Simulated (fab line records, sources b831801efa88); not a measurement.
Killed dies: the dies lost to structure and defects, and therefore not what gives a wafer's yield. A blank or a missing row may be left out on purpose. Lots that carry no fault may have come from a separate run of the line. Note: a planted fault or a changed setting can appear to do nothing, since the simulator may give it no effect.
Which of the tools did it? / flow sky130 / 24 lots with 72 wafers sampled at 6 steps, on a route of 708 steps

## WHAT THE GAUGES SHOWED, per wafer
SKY_METAL2_RS_MEAS_05: the measuring method here is four-point-probe. Usual: METAL2_ALCU_RS gives 0.1264 ohm/sq (standard deviation 0.001).
lot=L074; measured=day 34 03:47; on=film metro-03; METAL2_ALCU_RS (ohm/sq)=0.1269 0.1266 0.1272; flag=
lot=L075; measured=day 34 08:57; on=film metro-04; METAL2_ALCU_RS (ohm/sq)=0.1246 0.1253 0.1255; flag=
lot=L076; measured=day 34 19:44; on=film metro-03; METAL2_ALCU_RS (ohm/sq)=0.1265 0.1260 0.1267; flag=
lot=L077; measured=day 35 20:50; on=film metro-01; METAL2_ALCU_RS (ohm/sq)=0.1282 0.1277 0.1294; flag=
lot=L078; measured=day 36 03:34; on=film metro-03; METAL2_ALCU_RS (ohm/sq)=0.1268 0.1268 0.1272; flag=
lot=L079; measured=day 36 13:17; on=film metro-03; METAL2_ALCU_RS (ohm/sq)=0.1271 0.1269 0.1273; flag=
lot=L081; measured=day 36 20:19; on=film metro-01; METAL2_ALCU_RS (ohm/sq)=0.1266 0.1273 0.1268; flag=
lot=L080; measured=day 36 22:02; on=film metro-04; METAL2_ALCU_RS (ohm/sq)=0.1260 0.1261 0.1259; flag=
lot=L082; measured=day 37 14:37; on=film metro-03; METAL2_ALCU_RS (ohm/sq)=0.1252 0.1262 0.1260; flag=
lot=L084; measured=day 37 17:22; on=film metro-01; METAL2_ALCU_RS (ohm/sq)=0.1275 0.1279 0.1270; flag=
lot=L083; measured=day 37 20:01; on=film metro-01; METAL2_ALCU_RS (ohm/sq)=0.1245 0.1257 0.1250; flag=
lot=L085; measured=day 37 23:59; on=film metro-01; METAL2_ALCU_RS (ohm/sq)=0.1266 0.1262 0.1268; flag=
lot=L086; measured=day 38 05:47; on=film metro-04; METAL2_ALCU_RS (ohm/sq)=0.1264 0.1275 0.1270; flag=
lot=L087; measured=day 39 01:38; on=film metro-03; METAL2_ALCU_RS (ohm/sq)=0.1267 0.1271 0.1269; flag=
lot=L088; measured=day 39 03:13; on=film metro-04; METAL2_ALCU_RS (ohm/sq)=0.1274 0.1267 0.1261; flag=
lot=L089; measured=day 39 07:58; on=film metro-04; METAL2_ALCU_RS (ohm/sq)=0.1259 0.1258 0.1262; flag=
lot=L090; measured=day 39 12:37; on=film metro-01; METAL2_ALCU_RS (ohm/sq)=0.1253 0.1265 0.1264; flag=
lot=L091; measured=day 39 14:15; on=film metro-03; METAL2_ALCU_RS (ohm/sq)=0.1256 0.1260 0.1267; flag=
lot=L092; measured=day 39 16:28; on=film metro-03; METAL2_ALCU_RS (ohm/sq)=0.1278 0.1247 0.1275; flag=
lot=L093; measured=day 40 05:54; on=film metro-04; METAL2_ALCU_RS (ohm/sq)=0.1244 0.1242 0.1257; flag=
lot=L094; measured=day 40 11:59; on=film metro-04; METAL2_ALCU_RS (ohm/sq)=0.1243 0.1245 0.1238; flag=
lot=L095; measured=day 40 23:44; on=film metro-04; METAL2_ALCU_RS (ohm/sq)=0.1264 0.1265 0.1275; flag=
lot=L096; measured=day 41 01:17; on=film metro-01; METAL2_ALCU_RS (ohm/sq)=0.1281 0.1286 0.1269; flag=
lot=L097; measured=day 41 02:23; on=film metro-04; METAL2_ALCU_RS (ohm/sq)=0.1260 0.1258 0.1249; flag=

SKY_VIA2_THK_MEAS_01. Usual: VIA2_HDPCVD_THK gives 1142 nm (standard deviation 9.5).
lot=L074; measured=day 35 07:01; on=film metro-01; VIA2_HDPCVD_THK (nm)=1128 1138 1131; flag=
lot=L075; measured=day 35 11:49; on=film metro-01; VIA2_HDPCVD_THK (nm)=1142 1144 1138; flag=
lot=L076; measured=day 35 22:27; on=film metro-03; VIA2_HDPCVD_THK (nm)=1153 1150 1161; flag=
lot=L077; measured=day 37 00:19; on=film metro-03; VIA2_HDPCVD_THK (nm)=1147 1150 1146; flag=
lot=L078; measured=day 37 06:44; on=film metro-03; VIA2_HDPCVD_THK (nm)=1144 1147 1138; flag=
lot=L079; measured=day 37 16:15; on=film metro-02; VIA2_HDPCVD_THK (nm)=1141 1140 1140; flag=
lot=L081; measured=day 37 23:35; on=film metro-03; VIA2_HDPCVD_THK (nm)=1133 1141 1137; flag=
lot=L080; measured=day 38 01:16; on=film metro-02; VIA2_HDPCVD_THK (nm)=1136 1128 1135; flag=
lot=L082; measured=day 38 17:34; on=film metro-01; VIA2_HDPCVD_THK (nm)=1152 1139 1156; flag=
lot=L084; measured=day 38 20:35; on=film metro-03; VIA2_HDPCVD_THK (nm)=1138 1148 1141; flag=
lot=L083; measured=day 38 23:05; on=film metro-02; VIA2_HDPCVD_THK (nm)=1137 1139 1152; flag=
lot=L085; measured=day 39 02:46; on=film metro-01; VIA2_HDPCVD_THK (nm)=1171 1144 1149; flag=
lot=L086; measured=day 39 07:52; on=film metro-01; VIA2_HDPCVD_THK (nm)=1155 1156 1149; flag=
lot=L087; measured=day 40 03:37; on=film metro-03; VIA2_HDPCVD_THK (nm)=1148 1149 1132; flag=
lot=L088; measured=day 40 05:09; on=film metro-03; VIA2_HDPCVD_THK (nm)=1138 1142 1140; flag=
lot=L089; measured=day 40 09:59; on=film metro-03; VIA2_HDPCVD_THK (nm)=1139 1139 1145; flag=
lot=L090; measured=day 40 13:43; on=film metro-02; VIA2_HDPCVD_THK (nm)=1141 1148 1138; flag=
lot=L091; measured=day 40 16:14; on=film metro-01; VIA2_HDPCVD_THK (nm)=1130 1144 1131; flag=
lot=L092; measured=day 40 18:07; on=film metro-01; VIA2_HDPCVD_THK (nm)=1142 1139 1146; flag=
lot=L093; measured=day 41 07:06; on=film metro-01; VIA2_HDPCVD_THK (nm)=1134 1127 1127; flag=
lot=L094; measured=day 41 12:52; on=film metro-03; VIA2_HDPCVD_THK (nm)=1142 1147 1141; flag=
lot=L095; measured=day 42 00:38; on=film metro-02; VIA2_HDPCVD_THK (nm)=1120 1120 1117; flag=
lot=L096; measured=day 42 01:16; on=film metro-01; VIA2_HDPCVD_THK (nm)=1141 1150 1151; flag=
lot=L097; measured=day 42 02:48; on=film metro-02; VIA2_HDPCVD_THK (nm)=1147 1138 1143; flag=

## TOOL THAT RAN EACH LOT (tool first, then ch and the chambers of the sampled wafers, then the start)
lot=L074; SKY_VIA1_ETCH_14=rie diel-02 ch 0,2,3, day 34 02:17; SKY_VIA1_ETCH_15=rie diel-02 ch 0,2,3, day 34 02:20; SKY_VIA1_SPUTTER_20=pvd sputter-01, day 34 03:01; SKY_METAL2_ETCH_18=rie metal-01 ch 0,1, day 35 06:07
lot=L075; SKY_VIA1_ETCH_14=rie diel-02 ch 0,2,3, day 34 07:26; SKY_VIA1_ETCH_15=rie diel-02 ch 0,2,3, day 34 07:29; SKY_VIA1_SPUTTER_20=pvd sputter-02, day 34 08:10; SKY_METAL2_ETCH_18=rie metal-02 ch 0,1, day 35 10:55
lot=L076; SKY_VIA1_ETCH_14=rie diel-01 ch 2,3, day 34 18:14; SKY_VIA1_ETCH_15=rie diel-01 ch 2,3, day 34 18:17; SKY_VIA1_SPUTTER_20=pvd sputter-02, day 34 18:58; SKY_METAL2_ETCH_18=rie metal-02 ch 0,1, day 35 21:34
lot=L077; SKY_VIA1_ETCH_14=rie diel-01 ch 1,2,3, day 35 19:23; SKY_VIA1_ETCH_15=rie diel-01 ch 1,2,3, day 35 19:26; SKY_VIA1_SPUTTER_20=pvd sputter-04, day 35 20:04; SKY_METAL2_ETCH_18=rie metal-02 ch 0, day 36 23:25
lot=L078; SKY_VIA1_ETCH_14=rie diel-02 ch 0,1,3, day 36 02:07; SKY_VIA1_ETCH_15=rie diel-02 ch 0,1,3, day 36 02:10; SKY_VIA1_SPUTTER_20=pvd sputter-02, day 36 02:48; SKY_METAL2_ETCH_18=rie metal-02 ch 0, day 37 05:42
lot=L079; SKY_VIA1_ETCH_14=rie diel-03 ch 0,2, day 36 11:47; SKY_VIA1_ETCH_15=rie diel-03 ch 0,2, day 36 11:50; SKY_VIA1_SPUTTER_20=pvd sputter-02, day 36 12:28; SKY_METAL2_ETCH_18=rie metal-03 ch 0,1, day 37 15:21
lot=L081; SKY_VIA1_ETCH_14=rie diel-02 ch 0,1, day 36 18:50; SKY_VIA1_ETCH_15=rie diel-02 ch 0,1, day 36 18:53; SKY_VIA1_SPUTTER_20=pvd sputter-04, day 36 19:31; SKY_METAL2_ETCH_18=rie metal-01 ch 1, day 37 22:35
lot=L080; SKY_VIA1_ETCH_14=rie diel-03 ch 0,1,2, day 36 20:32; SKY_VIA1_ETCH_15=rie diel-03 ch 0,1,2, day 36 20:35; SKY_VIA1_SPUTTER_20=pvd sputter-04, day 36 21:12; SKY_METAL2_ETCH_18=rie metal-01 ch 1, day 38 00:16
lot=L082; SKY_VIA1_ETCH_14=rie diel-02 ch 0,1,3, day 37 13:06; SKY_VIA1_ETCH_15=rie diel-02 ch 0,1,3, day 37 13:08; SKY_VIA1_SPUTTER_20=pvd sputter-02, day 37 13:47; SKY_METAL2_ETCH_18=rie metal-03 ch 0,1, day 38 16:39
lot=L084; SKY_VIA1_ETCH_14=rie diel-02 ch 1,2,3, day 37 15:55; SKY_VIA1_ETCH_15=rie diel-02 ch 1,2,3, day 37 15:58; SKY_VIA1_SPUTTER_20=pvd sputter-01, day 37 16:36; SKY_METAL2_ETCH_18=rie metal-01 ch 0,1, day 38 19:40
lot=L083; SKY_VIA1_ETCH_14=rie diel-01 ch 0,1, day 37 18:34; SKY_VIA1_ETCH_15=rie diel-01 ch 0,1, day 37 18:37; SKY_VIA1_SPUTTER_20=pvd sputter-02, day 37 19:15; SKY_METAL2_ETCH_18=rie metal-02 ch 0,1, day 38 22:13
lot=L085; SKY_VIA1_ETCH_14=rie diel-02 ch 0,1,2, day 37 22:29; SKY_VIA1_ETCH_15=rie diel-02 ch 0,1,2, day 37 22:32; SKY_VIA1_SPUTTER_20=pvd sputter-04, day 37 23:10; SKY_METAL2_ETCH_18=rie metal-03 ch 0,1, day 39 01:51
lot=L086; SKY_VIA1_ETCH_14=rie diel-01 ch 0,3, day 38 04:17; SKY_VIA1_ETCH_15=rie diel-01 ch 0,3, day 38 04:20; SKY_VIA1_SPUTTER_20=pvd sputter-01, day 38 04:59; SKY_METAL2_ETCH_18=rie metal-02 ch 0,1, day 39 06:58
lot=L087; SKY_VIA1_ETCH_14=rie diel-01 ch 0,1, day 39 00:10; SKY_VIA1_ETCH_15=rie diel-01 ch 0,1, day 39 00:13; SKY_VIA1_SPUTTER_20=pvd sputter-02, day 39 00:51; SKY_METAL2_ETCH_18=rie metal-01 ch 0,1, day 40 02:44
lot=L088; SKY_VIA1_ETCH_14=rie diel-03 ch 0,1,2, day 39 01:39; SKY_VIA1_ETCH_15=rie diel-03 ch 0,1,2, day 39 01:42; SKY_VIA1_SPUTTER_20=pvd sputter-01, day 39 02:20; SKY_METAL2_ETCH_18=rie metal-02 ch 0,1, day 40 04:14
lot=L089; SKY_VIA1_ETCH_14=rie diel-02 ch 0,3, day 39 06:31; SKY_VIA1_ETCH_15=rie diel-02 ch 0,3, day 39 06:34; SKY_VIA1_SPUTTER_20=pvd sputter-02, day 39 07:12; SKY_METAL2_ETCH_18=rie metal-02 ch 0,1, day 40 09:07
lot=L090; SKY_VIA1_ETCH_14=rie diel-01 ch 2,3, day 39 11:08; SKY_VIA1_ETCH_15=rie diel-01 ch 2,3, day 39 11:11; SKY_VIA1_SPUTTER_20=pvd sputter-04, day 39 11:50; SKY_METAL2_ETCH_18=rie metal-02 ch 0,1, day 40 12:50
lot=L091; SKY_VIA1_ETCH_14=rie diel-02 ch 0,1,2, day 39 12:45; SKY_VIA1_ETCH_15=rie diel-02 ch 0,1,2, day 39 12:48; SKY_VIA1_SPUTTER_20=pvd sputter-02, day 39 13:28; SKY_METAL2_ETCH_18=rie metal-03 ch 0,1, day 40 15:19
lot=L092; SKY_VIA1_ETCH_14=rie diel-02 ch 0,2,3, day 39 14:59; SKY_VIA1_ETCH_15=rie diel-02 ch 0,2,3, day 39 15:02; SKY_VIA1_SPUTTER_20=pvd sputter-04, day 39 15:42; SKY_METAL2_ETCH_18=rie metal-02 ch 0,1, day 40 17:13
lot=L093; SKY_VIA1_ETCH_14=rie diel-03 ch 1,3, day 40 04:10; SKY_VIA1_ETCH_15=rie diel-03 ch 1,3, day 40 04:13; SKY_VIA1_SPUTTER_20=pvd sputter-01, day 40 04:51; SKY_METAL2_ETCH_18=rie metal-01 ch 0,1, day 41 06:11
lot=L094; SKY_VIA1_ETCH_14=rie diel-03 ch 1,2, day 40 10:30; SKY_VIA1_ETCH_15=rie diel-03 ch 1,2, day 40 10:33; SKY_VIA1_SPUTTER_20=pvd sputter-02, day 40 11:13; SKY_METAL2_ETCH_18=rie metal-01 ch 0,1, day 41 11:56
lot=L095; SKY_VIA1_ETCH_14=rie diel-01 ch 2,3, day 40 22:17; SKY_VIA1_ETCH_15=rie diel-01 ch 2,3, day 40 22:20; SKY_VIA1_SPUTTER_20=pvd sputter-02, day 40 22:58; SKY_METAL2_ETCH_18=rie metal-02 ch 0, day 41 23:41
lot=L096; SKY_VIA1_ETCH_14=rie diel-01 ch 0,1,3, day 40 23:50; SKY_VIA1_ETCH_15=rie diel-01 ch 0,1,3, day 40 23:53; SKY_VIA1_SPUTTER_20=pvd sputter-02, day 41 00:31; SKY_METAL2_ETCH_18=rie metal-01 ch 0,1, day 42 00:22
lot=L097; SKY_VIA1_ETCH_14=rie diel-03 ch 1,2, day 41 00:54; SKY_VIA1_ETCH_15=rie diel-03 ch 1,2, day 41 00:57; SKY_VIA1_SPUTTER_20=pvd sputter-01, day 41 01:35; SKY_METAL2_ETCH_18=rie metal-01 ch 0,1, day 42 01:53
- SKY_VIA1_ETCH_14: etches BARC in N2/H2, stops on SiO2, time 45.9 s, target depth 60 nm.
- SKY_VIA1_ETCH_15: etches SiO2 in C4F8/O2/Ar, stops on TiN, target depth 351 nm, time 54 s.
- SKY_VIA1_SPUTTER_20: material TiN, target thk 20 nm, time 80 s.
- SKY_METAL2_ETCH_18: etches BARC in N2/H2, stops on SiO2, time 45.9 s, target depth 60 nm.

## WHAT THE TOOLS THEMSELVES READ (means of the sampled wafers that have a number; where no wafer has one, the mark that the record gives instead)
SKY_VIA1_ETCH_14. Usual: chamber pressure mTorr 30.002 mTorr, standard deviation 0.026; drypump motor current A 5.7 A, standard deviation 0.57; oes product au 0.854 a.u., standard deviation 0.0047; throttle valve pct 13.225 %, standard deviation 0.009.
lot=L074; tool=rie diel-02; chamber pressure mTorr (mTorr)=30.006; drypump motor current A (A)=6.1; oes product au (a.u.)=0.851; throttle valve pct (%)=13.225; flag=
lot=L075; tool=rie diel-02; chamber pressure mTorr (mTorr)=30.002; drypump motor current A (A)=6.1; oes product au (a.u.)=0.852; throttle valve pct (%)=13.214; flag=
lot=L076; tool=rie diel-01; chamber pressure mTorr (mTorr)=29.988; drypump motor current A (A)=5.2; oes product au (a.u.)=0.857; throttle valve pct (%)=13.235; flag=
lot=L077; tool=rie diel-01; chamber pressure mTorr (mTorr)=30.007; drypump motor current A (A)=5.2; oes product au (a.u.)=0.851; throttle valve pct (%)=13.228; flag=
lot=L078; tool=rie diel-02; chamber pressure mTorr (mTorr)=30.027; drypump motor current A (A)=6.1; oes product au (a.u.)=0.849; throttle valve pct (%)=13.223; flag=
lot=L079; tool=rie diel-03; chamber pressure mTorr (mTorr)=30.006; drypump motor current A (A)=5.0; oes product au (a.u.)=0.852; throttle valve pct (%)=13.218; flag=
lot=L081; tool=rie diel-02; chamber pressure mTorr (mTorr)=30.011; drypump motor current A (A)=6.1; oes product au (a.u.)=0.856; throttle valve pct (%)=13.232; flag=
lot=L080; tool=rie diel-03; chamber pressure mTorr (mTorr)=29.980; drypump motor current A (A)=5.0; oes product au (a.u.)=0.851; throttle valve pct (%)=13.221; flag=
lot=L082; tool=rie diel-02; chamber pressure mTorr (mTorr)=30.016; drypump motor current A (A)=6.1; oes product au (a.u.)=0.851; throttle valve pct (%)=13.231; flag=
lot=L084; tool=rie diel-02; chamber pressure mTorr (mTorr)=30.006; drypump motor current A (A)=6.2; oes product au (a.u.)=0.856; throttle valve pct (%)=13.227; flag=
lot=L083; tool=rie diel-01; chamber pressure mTorr (mTorr)=30.001; drypump motor current A (A)=5.6; oes product au (a.u.)=0.855; throttle valve pct (%)=13.227; flag=
lot=L085; tool=rie diel-02; chamber pressure mTorr (mTorr)=30.026; drypump motor current A (A)=6.0; oes product au (a.u.)=0.857; throttle valve pct (%)=13.217; flag=
lot=L086; tool=rie diel-01; chamber pressure mTorr (mTorr)=29.985; drypump motor current A (A)=6.2; oes product au (a.u.)=0.856; throttle valve pct (%)=13.225; flag=
lot=L087; tool=rie diel-01; chamber pressure mTorr (mTorr)=30.011; drypump motor current A (A)=5.6; oes product au (a.u.)=0.852; throttle valve pct (%)=13.226; flag=
lot=L088; tool=rie diel-03; chamber pressure mTorr (mTorr)=30.012; drypump motor current A (A)=5.0; oes product au (a.u.)=0.854; throttle valve pct (%)=13.229; flag=
lot=L089; tool=rie diel-02; chamber pressure mTorr (mTorr)=30.022; drypump motor current A (A)=6.1; oes product au (a.u.)=0.856; throttle valve pct (%)=13.227; flag=
lot=L090; tool=rie diel-01; chamber pressure mTorr (mTorr)=30.011; drypump motor current A (A)=5.3; oes product au (a.u.)=0.854; throttle valve pct (%)=13.223; flag=
lot=L091; tool=rie diel-02; chamber pressure mTorr (mTorr)=29.986; drypump motor current A (A)=6.1; oes product au (a.u.)=0.858; throttle valve pct (%)=13.224; flag=
lot=L092; tool=rie diel-02; chamber pressure mTorr (mTorr)=30.035; drypump motor current A (A)=6.1; oes product au (a.u.)=0.852; throttle valve pct (%)=13.232; flag=
lot=L093; tool=rie diel-03; chamber pressure mTorr (mTorr)=30.011; drypump motor current A (A)=5.1; oes product au (a.u.)=0.853; throttle valve pct (%)=13.221; flag=
lot=L094; tool=rie diel-03; chamber pressure mTorr (mTorr)=30.006; drypump motor current A (A)=5.0; oes product au (a.u.)=0.854; throttle valve pct (%)=13.226; flag=
lot=L095; tool=rie diel-01; chamber pressure mTorr (mTorr)=29.981; drypump motor current A (A)=5.2; oes product au (a.u.)=0.851; throttle valve pct (%)=13.220; flag=
lot=L096; tool=rie diel-01; chamber pressure mTorr (mTorr)=29.990; drypump motor current A (A)=5.7; oes product au (a.u.)=0.851; throttle valve pct (%)=13.223; flag=
lot=L097; tool=rie diel-03; chamber pressure mTorr (mTorr)=29.997; drypump motor current A (A)=5.2; oes product au (a.u.)=0.853; throttle valve pct (%)=13.228; flag=

SKY_VIA1_ETCH_15. Usual: chamber pressure mTorr 40.00 mTorr, standard deviation 0.039; oes product au 0.980 a.u., standard deviation 0.0064.
lot=L074; tool=rie diel-02; chamber pressure mTorr (mTorr)=39.95; oes product au (a.u.)=0.981; flag=
lot=L075; tool=rie diel-02; chamber pressure mTorr (mTorr)=40.02; oes product au (a.u.)=0.984; flag=
lot=L076; tool=rie diel-01; chamber pressure mTorr (mTorr)=40.01; oes product au (a.u.)=0.983; flag=
lot=L077; tool=rie diel-01; chamber pressure mTorr (mTorr)=39.97; oes product au (a.u.)=0.977; flag=
lot=L078; tool=rie diel-02; chamber pressure mTorr (mTorr)=40.05; oes product au (a.u.)=0.984; flag=
lot=L079; tool=rie diel-03; chamber pressure mTorr (mTorr)=39.99; oes product au (a.u.)=0.985; flag=
lot=L081; tool=rie diel-02; chamber pressure mTorr (mTorr)=40.00; oes product au (a.u.)=0.973; flag=
lot=L080; tool=rie diel-03; chamber pressure mTorr (mTorr)=40.01; oes product au (a.u.)=0.984; flag=
lot=L082; tool=rie diel-02; chamber pressure mTorr (mTorr)=40.03; oes product au (a.u.)=0.979; flag=
lot=L084; tool=rie diel-02; chamber pressure mTorr (mTorr)=39.99; oes product au (a.u.)=0.982; flag=
lot=L083; tool=rie diel-01; chamber pressure mTorr (mTorr)=40.00; oes product au (a.u.)=0.985; flag=
lot=L085; tool=rie diel-02; chamber pressure mTorr (mTorr)=40.00; oes product au (a.u.)=0.981; flag=
lot=L086; tool=rie diel-01; chamber pressure mTorr (mTorr)=40.01; oes product au (a.u.)=0.977; flag=
lot=L087; tool=rie diel-01; chamber pressure mTorr (mTorr)=39.99; oes product au (a.u.)=0.976; flag=
lot=L088; tool=rie diel-03; chamber pressure mTorr (mTorr)=39.98; oes product au (a.u.)=0.976; flag=
lot=L089; tool=rie diel-02; chamber pressure mTorr (mTorr)=40.00; oes product au (a.u.)=0.982; flag=
lot=L090; tool=rie diel-01; chamber pressure mTorr (mTorr)=40.00; oes product au (a.u.)=0.973; flag=
lot=L091; tool=rie diel-02; chamber pressure mTorr (mTorr)=40.00; oes product au (a.u.)=0.982; flag=
lot=L092; tool=rie diel-02; chamber pressure mTorr (mTorr)=40.02; oes product au (a.u.)=0.980; flag=
lot=L093; tool=rie diel-03; chamber pressure mTorr (mTorr)=39.97; oes product au (a.u.)=0.981; flag=
lot=L094; tool=rie diel-03; chamber pressure mTorr (mTorr)=39.99; oes product au (a.u.)=0.980; flag=
lot=L095; tool=rie diel-01; chamber pressure mTorr (mTorr)=40.01; oes product au (a.u.)=0.974; flag=
lot=L096; tool=rie diel-01; chamber pressure mTorr (mTorr)=40.01; oes product au (a.u.)=0.974; flag=
lot=L097; tool=rie diel-03; chamber pressure mTorr (mTorr)=40.01; oes product au (a.u.)=0.975; flag=

SKY_VIA1_SPUTTER_20. Usual: throttle valve pct at 30.1 %, with a standard deviation of 0.74.
lot=L074; tool=pvd sputter-01; throttle valve pct (%)=30.4; flag=
lot=L075; tool=pvd sputter-02; throttle valve pct (%)=30.1; flag=
lot=L076; tool=pvd sputter-02; throttle valve pct (%)=29.6; flag=
lot=L077; tool=pvd sputter-04; throttle valve pct (%)=30.2; flag=
lot=L078; tool=pvd sputter-02; throttle valve pct (%)=29.8; flag=
lot=L079; tool=pvd sputter-02; throttle valve pct (%)=29.2; flag=
lot=L081; tool=pvd sputter-04; throttle valve pct (%)=30.1; flag=
lot=L080; tool=pvd sputter-04; throttle valve pct (%)=29.8; flag=
lot=L082; tool=pvd sputter-02; throttle valve pct (%)=30.2; flag=
lot=L084; tool=pvd sputter-01; throttle valve pct (%)=30.4; flag=
lot=L083; tool=pvd sputter-02; throttle valve pct (%)=30.6; flag=
lot=L085; tool=pvd sputter-04; throttle valve pct (%)=30.6; flag=
lot=L086; tool=pvd sputter-01; throttle valve pct (%)=30.1; flag=
lot=L087; tool=pvd sputter-02; throttle valve pct (%)=30.0; flag=
lot=L088; tool=pvd sputter-01; throttle valve pct (%)=30.1; flag=
lot=L089; tool=pvd sputter-02; throttle valve pct (%)=30.6; flag=
lot=L090; tool=pvd sputter-04; throttle valve pct (%)=30.5; flag=
lot=L091; tool=pvd sputter-02; throttle valve pct (%)=29.1; flag=
lot=L092; tool=pvd sputter-04; throttle valve pct (%)=30.4; flag=
lot=L093; tool=pvd sputter-01; throttle valve pct (%)=30.1; flag=
lot=L094; tool=pvd sputter-02; throttle valve pct (%)=29.9; flag=
lot=L095; tool=pvd sputter-02; throttle valve pct (%)=30.2; flag=
lot=L096; tool=pvd sputter-02; throttle valve pct (%)=29.6; flag=
lot=L097; tool=pvd sputter-01; throttle valve pct (%)=30.1; flag=

SKY_METAL2_ETCH_18. Usual: chamber pressure mTorr 30.00 mTorr, standard deviation 0.039; drypump motor current A 5.5 A, standard deviation 0.81; oes product au 0.855 a.u., standard deviation 0.0051; throttle valve pct 13.224 %, standard deviation 0.0093.
lot=L074; tool=rie metal-01; chamber pressure mTorr (mTorr)=30.00; drypump motor current A (A)=4.8; oes product au (a.u.)=0.858; throttle valve pct (%)=13.220; flag=
lot=L075; tool=rie metal-02; chamber pressure mTorr (mTorr)=30.00; drypump motor current A (A)=6.2; oes product au (a.u.)=0.856; throttle valve pct (%)=13.224; flag=
lot=L076; tool=rie metal-02; chamber pressure mTorr (mTorr)=29.96; drypump motor current A (A)=6.2; oes product au (a.u.)=0.856; throttle valve pct (%)=13.228; flag=
lot=L077; tool=rie metal-02; chamber pressure mTorr (mTorr)=30.00; drypump motor current A (A)=6.8; oes product au (a.u.)=0.852; throttle valve pct (%)=13.221; flag=
lot=L078; tool=rie metal-02; chamber pressure mTorr (mTorr)=30.01; drypump motor current A (A)=6.8; oes product au (a.u.)=0.852; throttle valve pct (%)=13.230; flag=
lot=L079; tool=rie metal-03; chamber pressure mTorr (mTorr)=30.02; drypump motor current A (A)=5.8; oes product au (a.u.)=0.855; throttle valve pct (%)=13.222; flag=
lot=L081; tool=rie metal-01; chamber pressure mTorr (mTorr)=30.00; drypump motor current A (A)=4.7; oes product au (a.u.)=0.852; throttle valve pct (%)=13.227; flag=
lot=L080; tool=rie metal-01; chamber pressure mTorr (mTorr)=29.99; drypump motor current A (A)=4.7; oes product au (a.u.)=0.856; throttle valve pct (%)=13.226; flag=
lot=L082; tool=rie metal-03; chamber pressure mTorr (mTorr)=29.96; drypump motor current A (A)=5.5; oes product au (a.u.)=0.854; throttle valve pct (%)=13.221; flag=
lot=L084; tool=rie metal-01; chamber pressure mTorr (mTorr)=29.90; drypump motor current A (A)=4.9; oes product au (a.u.)=0.859; throttle valve pct (%)=13.220; flag=
lot=L083; tool=rie metal-02; chamber pressure mTorr (mTorr)=30.01; drypump motor current A (A)=5.7; oes product au (a.u.)=0.850; throttle valve pct (%)=13.221; flag=
lot=L085; tool=rie metal-03; chamber pressure mTorr (mTorr)=30.00; drypump motor current A (A)=5.8; oes product au (a.u.)=0.857; throttle valve pct (%)=13.224; flag=
lot=L086; tool=rie metal-02; chamber pressure mTorr (mTorr)=29.98; drypump motor current A (A)=5.7; oes product au (a.u.)=0.853; throttle valve pct (%)=13.229; flag=
lot=L087; tool=rie metal-01; chamber pressure mTorr (mTorr)=30.02; drypump motor current A (A)=4.8; oes product au (a.u.)=0.854; throttle valve pct (%)=13.224; flag=
lot=L088; tool=rie metal-02; chamber pressure mTorr (mTorr)=30.01; drypump motor current A (A)=5.7; oes product au (a.u.)=0.855; throttle valve pct (%)=13.229; flag=
lot=L089; tool=rie metal-02; chamber pressure mTorr (mTorr)=30.00; drypump motor current A (A)=6.2; oes product au (a.u.)=0.856; throttle valve pct (%)=13.226; flag=
lot=L090; tool=rie metal-02; chamber pressure mTorr (mTorr)=30.00; drypump motor current A (A)=6.2; oes product au (a.u.)=0.856; throttle valve pct (%)=13.227; flag=
lot=L091; tool=rie metal-03; chamber pressure mTorr (mTorr)=29.97; drypump motor current A (A)=5.7; oes product au (a.u.)=0.854; throttle valve pct (%)=13.221; flag=
lot=L092; tool=rie metal-02; chamber pressure mTorr (mTorr)=29.97; drypump motor current A (A)=6.2; oes product au (a.u.)=0.855; throttle valve pct (%)=13.221; flag=
lot=L093; tool=rie metal-01; chamber pressure mTorr (mTorr)=30.00; drypump motor current A (A)=4.8; oes product au (a.u.)=0.854; throttle valve pct (%)=13.224; flag=
lot=L094; tool=rie metal-01; chamber pressure mTorr (mTorr)=30.02; drypump motor current A (A)=4.8; oes product au (a.u.)=0.849; throttle valve pct (%)=13.228; flag=
lot=L095; tool=rie metal-02; chamber pressure mTorr (mTorr)=30.01; drypump motor current A (A)=6.8; oes product au (a.u.)=0.857; throttle valve pct (%)=13.224; flag=
lot=L096; tool=rie metal-01; chamber pressure mTorr (mTorr)=29.99; drypump motor current A (A)=4.9; oes product au (a.u.)=0.856; throttle valve pct (%)=13.227; flag=
lot=L097; tool=rie metal-01; chamber pressure mTorr (mTorr)=30.01; drypump motor current A (A)=4.8; oes product au (a.u.)=0.854; throttle valve pct (%)=13.232; flag=

## THE ANSWER, worked out from the rows above alone
Rule: a lot is off if the mean of its wafers that have a number lies more than 3 standard deviations from the usual mean. A lot without any number at a reading at which 4 lots or more have one is off too. All remaining lots with rows at the step are treated as sound. After the gauges, taken in route order, come the tools' own readings; for these a lot's mean is taken, as printed above. At the first step where some lot is off, the reading lying furthest off is the one used; lots without a number count as furthest.
No lot is off on any of the readings shown, so nothing can be concluded from this.

## WHAT THE SIMULATOR HAD PUT IN
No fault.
